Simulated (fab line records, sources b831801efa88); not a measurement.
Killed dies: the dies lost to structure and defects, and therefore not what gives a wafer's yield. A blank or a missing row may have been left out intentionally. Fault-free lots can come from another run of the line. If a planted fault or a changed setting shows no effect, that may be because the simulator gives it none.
Which tool is to blame? | flow sky130 | 12 lots, 36 wafers sampled, at 1 step of a route of 708

== WHAT THE GAUGES SHOWED, per wafer ==
SKY_VIA1_RS_MEAS_22: a four-point-probe measurement.
lot  | measured     | on            | VIA1_W_RS (ohm/sq)
L075 | day 34 12:17 | film_metro-04 | 0.427 0.426 0.427
L077 | day 35 06:20 | film_metro-03 | 0.430 0.433 0.430
L079 | day 35 20:14 | film_metro-04 | 0.422 0.418 0.427
L081 | day 36 15:04 | film_metro-04 | 0.430 0.436 0.431
L083 | day 36 21:29 | film_metro-04 | 0.424 0.423 0.422
L085 | day 37 18:07 | film_metro-03 | 0.423 0.430 0.428
L087 | day 38 13:39 | film_metro-03 | 0.439 0.438 0.436
L089 | day 39 00:18 | film_metro-04 | 0.437 0.433 0.428
L091 | day 39 12:55 | film_metro-03 | 0.417 0.416 0.425
L093 | day 40 05:18 | film_metro-03 | 0.426 0.434 0.423
L095 | day 40 13:02 | film_metro-03 | 0.417 0.420 0.433
L097 | day 41 05:25 | film_metro-03 | 0.431 0.432 0.429

== TOOL THAT RAN EACH LOT (tool first, then ch and the chambers of the sampled wafers, then the start) ==
The record shows no process step preceding these readings.

== THE ANSWER, worked out from the rows above alone ==
Rule: usual is defined by the lots themselves. Put in order of their means at a reading, lots are off if they are a third of the lots or fewer, leave a main group of 4 or more, and stand apart from it by a gap of 3 or more times the standard deviation of the main group's means; of several such gaps the widest counts. A main group is skipped when, at the precision printed for the reading in the tables above, its means are all equal. Also off: a lot with no number at a reading for which 4 or more lots have one. Where the step has rows for the other lots, those lots are counted as sound.
Across all readings shown, no lot is off: no conclusion can be drawn from this.

== WHAT THE SIMULATOR PUT IN ==
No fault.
